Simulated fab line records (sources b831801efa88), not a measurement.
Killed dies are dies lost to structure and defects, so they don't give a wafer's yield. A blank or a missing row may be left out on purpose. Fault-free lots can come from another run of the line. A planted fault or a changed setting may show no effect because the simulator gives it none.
Which tool did it? -- flow sky130 -- 10 lots with 30 wafers sampled at 4 steps, on a route of 708 steps

WHAT EACH GAUGE READ, for each wafer
SKY_VIA2_THK_MEAS_01.
lot,measured,on,VIA2_HDPCVD_THK (nm)
L402,day 34 00:49,film-metro-03,1193 1196 1181
L403,day 35 03:22,film-metro-01,1199 1197 1191
L404,day 35 21:07,film-metro-03,1172 1179 1182
L405,day 36 17:34,film-metro-03,1175 1192 1173
L406,day 36 19:28,film-metro-03,1170 1179 1182
L407,day 37 00:40,film-metro-04,1155 1156 1158
L408,day 37 07:29,film-metro-04,1167 1151 1163
L418,day 40 20:08,film-metro-01,1186 1175 1178
L416,day 41 01:07,film-metro-01,1183 1173 432
L424,day 42 16:16,film-metro-01,1174 1186 1161

WHAT TOOL EACH LOT RAN ON (gives the tool, then ch and the chambers of the sampled wafers, and finally the start)
lot,SKY_METAL2_DESCUM_17,SKY_METAL2_ETCH_18,SKY_VIA2_HDPCVD_00
L402,"rie-metal-02 ch 0,1, day 33 23:55","rie-metal-02 ch 0,1, day 33 23:56","hdpcvd-02 ch 0,1, day 34 00:41"
L403,"rie-metal-01 ch 0,1, day 35 02:25","rie-metal-01 ch 0,1, day 35 02:26","hdpcvd-01 ch 0,2, day 35 03:14"
L404,"rie-metal-04 ch 0,1, day 35 20:10","rie-metal-04 ch 0,1, day 35 20:11","hdpcvd-01 ch 0,1,2, day 35 20:58"
L405,"rie-metal-01 ch 0,1, day 36 16:37","rie-metal-01 ch 0,1, day 36 16:39","hdpcvd-02 ch 0,1,2, day 36 17:26"
L406,"rie-metal-02 ch 1, day 36 18:31","rie-metal-02 ch 1, day 36 18:32","hdpcvd-02 ch 0,2, day 36 19:19"
L407,"rie-metal-04 ch 0,1, day 36 23:44","rie-metal-04 ch 0,1, day 36 23:46","hdpcvd-02 ch 0,1,2, day 37 00:32"
L408,"rie-metal-02 ch 0,1, day 37 06:31","rie-metal-02 ch 0,1, day 37 06:33","hdpcvd-02 ch 0,1, day 37 07:18"
L418,"rie-metal-04 ch 0,1, day 40 19:08","rie-metal-04 ch 0,1, day 40 19:10","hdpcvd-01 ch 0,1,2, day 40 20:00"
L416,"rie-metal-04 ch 0,1, day 41 00:13","rie-metal-04 ch 0,1, day 41 00:14","hdpcvd-01 ch 0,1, day 41 01:00"
L424,"rie-metal-01 ch 0,1, day 42 15:22","rie-metal-01 ch 0,1, day 42 15:24","hdpcvd-02 ch 1,2, day 42 16:09"
- SKY_METAL2_DESCUM_17: chemistry O2, time 8 s.
- SKY_METAL2_ETCH_18: etches BARC in N2/H2, stops on SiO2, time 45.9 s, target depth 60 nm.
- SKY_VIA2_HDPCVD_00: deposits SiO2, target thk 1180 nm, time 196.7 s.

THE ANSWER, worked out from the rows above alone
Rule: usual is defined by the lots themselves. Put in order of their means at a reading, lots are off if they are a third of the lots or fewer, leave a main group of 4 or more, and stand apart from it by a gap of 3 or more times the standard deviation of the main group's means; of several such gaps the widest counts. A main group whose means are all the same, to the digits that the tables above print for the reading, isn't used. A lot without any number at a reading at which 4 lots or more have one is off too. Where the step has rows for the other lots, those lots are counted as sound.
Off: L416, at SKY_VIA2_THK_MEAS_01 (VIA2_HDPCVD_THK). For the main group the mean is 1177 nm and the standard deviation 12.
A tool fits if, at a process step before that reading, it ran every lot that is off, and no sound lot after the first of them. The gauges at SKY_VIA2_THK_MEAS_01 are tried like those tools. Can't be told from this: 2 tools fit, rie-metal-04 at SKY_METAL2_DESCUM_17 and SKY_METAL2_ETCH_18, hdpcvd-01 at SKY_VIA2_HDPCVD_00.

WHAT HAD BEEN PUT IN BY THE SIMULATOR
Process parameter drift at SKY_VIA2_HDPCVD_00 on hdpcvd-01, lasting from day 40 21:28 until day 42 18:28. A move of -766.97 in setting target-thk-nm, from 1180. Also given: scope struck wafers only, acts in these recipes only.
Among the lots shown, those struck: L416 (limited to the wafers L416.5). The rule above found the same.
